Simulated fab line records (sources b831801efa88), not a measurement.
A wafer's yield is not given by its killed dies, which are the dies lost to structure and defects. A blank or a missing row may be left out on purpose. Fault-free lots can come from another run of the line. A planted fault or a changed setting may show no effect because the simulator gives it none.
The tool behind it: which one? || flow gf180mcu || 14 lots, 42 wafers sampled, at 4 steps of a route of 602

== WHAT THE GAUGES SHOWED, per wafer ==
GF_HV_LDD_TW_MEAS_23. Usual: HV_LDD_2_TW 1053, standard deviation 6.3.
{"lot": "L790", "measured": "day 10 18:36", "on": "film-metro-03", "HV_LDD_2_TW": "1048 1042 1044", "flag": ""}
{"lot": "L791", "measured": "day 11 02:40", "on": "film-metro-02", "HV_LDD_2_TW": "1054 1054 1052", "flag": ""}
{"lot": "L792", "measured": "day 11 10:40", "on": "film-metro-02", "HV_LDD_2_TW": "1060 1053 1049", "flag": ""}
{"lot": "L793", "measured": "day 11 17:40", "on": "film-metro-02", "HV_LDD_2_TW": "1048 1052 1052", "flag": ""}
{"lot": "L794", "measured": "day 12 09:36", "on": "film-metro-04", "HV_LDD_2_TW": "1065 1065 1065", "flag": ""}
{"lot": "L795", "measured": "day 12 09:52", "on": "film-metro-03", "HV_LDD_2_TW": "1049 1040 1046", "flag": ""}
{"lot": "L798", "measured": "day 13 17:19", "on": "film-metro-03", "HV_LDD_2_TW": "1042 1053 1044", "flag": ""}
{"lot": "L797", "measured": "day 13 17:27", "on": "film-metro-02", "HV_LDD_2_TW": "1057 1058 1057", "flag": ""}
{"lot": "L805", "measured": "day 15 17:31", "on": "film-metro-03", "HV_LDD_2_TW": "1048 1054 1048", "flag": ""}
{"lot": "L806", "measured": "day 16 07:47", "on": "film-metro-02", "HV_LDD_2_TW": "1050 1049 1042", "flag": ""}
{"lot": "L807", "measured": "day 16 09:19", "on": "film-metro-02", "HV_LDD_2_TW": "1046 1043 1052", "flag": ""}
{"lot": "L809", "measured": "day 16 21:47", "on": "film-metro-03", "HV_LDD_2_TW": "1047 1046 1047", "flag": ""}
{"lot": "L812", "measured": "day 18 01:47", "on": "film-metro-02", "HV_LDD_2_TW": "1058 1060 1053", "flag": ""}
{"lot": "L813", "measured": "day 18 04:14", "on": "film-metro-02", "HV_LDD_2_TW": "1052 1058 1053", "flag": ""}

GF_HV_LDD_OVL_MEAS_47. Usual: HV_LDD_03_OVL -0.3 nm, standard deviation 1.2.
{"lot": "L790", "measured": "day 12 07:04", "on": "overlay-01", "HV_LDD_03_OVL (nm)": "-1.3 -0.5 0.2", "flag": ""}
{"lot": "L791", "measured": "day 12 15:56", "on": "overlay-01", "HV_LDD_03_OVL (nm)": "0.6 -0.1 0.3", "flag": ""}
{"lot": "L792", "measured": "day 12 23:59", "on": "overlay-02", "HV_LDD_03_OVL (nm)": "-0.6 0.3 -0.9", "flag": ""}
{"lot": "L793", "measured": "day 13 06:22", "on": "overlay-02", "HV_LDD_03_OVL (nm)": "0.5 0.5 -1.0", "flag": ""}
{"lot": "L794", "measured": "day 14 01:56", "on": "overlay-02", "HV_LDD_03_OVL (nm)": "-1.6 0.0 0.0", "flag": ""}
{"lot": "L795", "measured": "day 14 02:06", "on": "overlay-01", "HV_LDD_03_OVL (nm)": "0.5 -0.7 1.2", "flag": ""}
{"lot": "L798", "measured": "day 15 12:17", "on": "overlay-02", "HV_LDD_03_OVL (nm)": "-0.4 0.8 0.4", "flag": ""}
{"lot": "L797", "measured": "day 15 12:35", "on": "overlay-02", "HV_LDD_03_OVL (nm)": "-1.7 -0.5 -1.5", "flag": ""}
{"lot": "L805", "measured": "day 17 15:28", "on": "overlay-02", "HV_LDD_03_OVL (nm)": "0.0 1.1 0.3", "flag": ""}
{"lot": "L806", "measured": "day 18 05:57", "on": "overlay-02", "HV_LDD_03_OVL (nm)": "-77.8 -78.1 -78.1", "flag": "OFF"}
{"lot": "L807", "measured": "day 18 10:06", "on": "overlay-02", "HV_LDD_03_OVL (nm)": "-75.2 -76.8 -75.8", "flag": "OFF"}
{"lot": "L809", "measured": "day 18 21:48", "on": "overlay-02", "HV_LDD_03_OVL (nm)": "-1.2 -1.0 -2.1", "flag": ""}
{"lot": "L812", "measured": "day 20 03:14", "on": "overlay-02", "HV_LDD_03_OVL (nm)": "-0.6 -0.7 0.0", "flag": ""}
{"lot": "L813", "measured": "day 20 05:16", "on": "overlay-02", "HV_LDD_03_OVL (nm)": "-1.5 -1.7 -0.2", "flag": ""}

GF_HV_LDD_THK_MEAS_55. Usual: HV_LDD_CVD_54_THK 9.93 nm, standard deviation 0.14.
{"lot": "L790", "measured": "day 12 08:41", "on": "film-metro-02", "HV_LDD_CVD_54_THK (nm)": "10.04 9.98 10.08", "flag": ""}
{"lot": "L791", "measured": "day 12 18:02", "on": "film-metro-03", "HV_LDD_CVD_54_THK (nm)": "9.92 10.02 10.01", "flag": ""}
{"lot": "L792", "measured": "day 13 01:36", "on": "film-metro-02", "HV_LDD_CVD_54_THK (nm)": "9.92 9.97 10.01", "flag": ""}
{"lot": "L793", "measured": "day 13 07:58", "on": "film-metro-02", "HV_LDD_CVD_54_THK (nm)": "10.11 10.15 10.19", "flag": ""}
{"lot": "L794", "measured": "day 14 03:41", "on": "film-metro-03", "HV_LDD_CVD_54_THK (nm)": "9.95 9.96 10.00", "flag": ""}
{"lot": "L795", "measured": "day 14 03:50", "on": "film-metro-04", "HV_LDD_CVD_54_THK (nm)": "9.99 9.96 10.01", "flag": ""}
{"lot": "L798", "measured": "day 15 13:53", "on": "film-metro-04", "HV_LDD_CVD_54_THK (nm)": "9.73 9.78 9.69", "flag": ""}
{"lot": "L797", "measured": "day 15 14:11", "on": "film-metro-03", "HV_LDD_CVD_54_THK (nm)": "9.98 10.03 9.89", "flag": ""}
{"lot": "L805", "measured": "day 17 17:04", "on": "film-metro-03", "HV_LDD_CVD_54_THK (nm)": "9.78 9.81 9.74", "flag": ""}
{"lot": "L806", "measured": "day 18 07:34", "on": "film-metro-04", "HV_LDD_CVD_54_THK (nm)": "9.88 9.86 9.77", "flag": ""}
{"lot": "L807", "measured": "day 18 11:43", "on": "film-metro-03", "HV_LDD_CVD_54_THK (nm)": "10.04 9.90 10.02", "flag": ""}
{"lot": "L809", "measured": "day 18 23:25", "on": "film-metro-02", "HV_LDD_CVD_54_THK (nm)": "10.02 10.06 10.18", "flag": ""}
{"lot": "L812", "measured": "day 20 04:50", "on": "film-metro-03", "HV_LDD_CVD_54_THK (nm)": "9.70 9.74 9.75", "flag": ""}
{"lot": "L813", "measured": "day 20 06:52", "on": "film-metro-02", "HV_LDD_CVD_54_THK (nm)": "10.00 10.00 10.06", "flag": ""}

== TOOL THAT RAN EACH LOT (tool first, then ch and the chambers of the sampled wafers, then the start) ==
{"lot": "L790", "GF_HV_LDD_EXPOSE_43": "iline-stepper-01 ch 0, day 11 22:01"}
{"lot": "L791", "GF_HV_LDD_EXPOSE_43": "iline-stepper-02 ch 0, day 12 07:09"}
{"lot": "L792", "GF_HV_LDD_EXPOSE_43": "iline-stepper-02 ch 0, day 12 14:40"}
{"lot": "L793", "GF_HV_LDD_EXPOSE_43": "iline-stepper-01 ch 0, day 12 20:54"}
{"lot": "L794", "GF_HV_LDD_EXPOSE_43": "iline-stepper-02 ch 0, day 13 15:40"}
{"lot": "L795", "GF_HV_LDD_EXPOSE_43": "iline-stepper-02 ch 0, day 13 15:58"}
{"lot": "L798", "GF_HV_LDD_EXPOSE_43": "iline-stepper-02 ch 0, day 15 01:43"}
{"lot": "L797", "GF_HV_LDD_EXPOSE_43": "iline-stepper-01 ch 0, day 15 01:58"}
{"lot": "L805", "GF_HV_LDD_EXPOSE_43": "iline-stepper-02 ch 0, day 17 03:48"}
{"lot": "L806", "GF_HV_LDD_EXPOSE_43": "iline-stepper-02 ch 0, day 17 18:22"}
{"lot": "L807", "GF_HV_LDD_EXPOSE_43": "iline-stepper-02 ch 0, day 17 21:59"}
{"lot": "L809", "GF_HV_LDD_EXPOSE_43": "iline-stepper-01 ch 0, day 18 09:49"}
{"lot": "L812", "GF_HV_LDD_EXPOSE_43": "iline-stepper-01 ch 0, day 19 15:07"}
{"lot": "L813", "GF_HV_LDD_EXPOSE_43": "iline-stepper-01 ch 0, day 19 17:21"}
- GF_HV_LDD_EXPOSE_43: exposes mask Pplus HV AREA, target cd 400 nm.

== WHAT THE TOOLS THEMSELVES READ (means of the sampled wafers that have a number; where no wafer has one, the mark that the record gives instead) ==
The record holds no such reading with a usual standard deviation.

== THE ANSWER, worked out from the rows above alone ==
Rule: take the mean of a lot's wafers that have a number; if it is more than 3 standard deviations from the usual mean, the lot is off. Also off: a lot with no number at a reading for which 4 or more lots have one. All remaining lots with rows at the step are treated as sound. Order of review: gauges by route order, followed by the tools' own readings, for which a lot's mean as printed above is used. At the first step where some lot is off, the reading lying furthest off is the one used; lots without a number count as furthest.
Off: at GF_HV_LDD_OVL_MEAS_47 (HV_LDD_03_OVL), L806, L807.
A tool fits if, at a process step before that reading, it ran every lot that is off, and no sound lot after the first of them. Gauges at GF_HV_LDD_OVL_MEAS_47: tried the same way as those tools. One fits: iline-stepper-02 at GF_HV_LDD_EXPOSE_43. A fault onset in the window from L805 (day 17 03:48, its last sound lot) to L806 (day 17 18:22, its first lot off) fits.

== WHAT HAD BEEN PUT IN BY THE SIMULATOR ==
Scanner matching overlay: iline-stepper-02, from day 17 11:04 on, at GF_HV_LDD_EXPOSE_43. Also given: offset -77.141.
Lots struck among those shown: L806, L807. This agrees with what the rule above found.
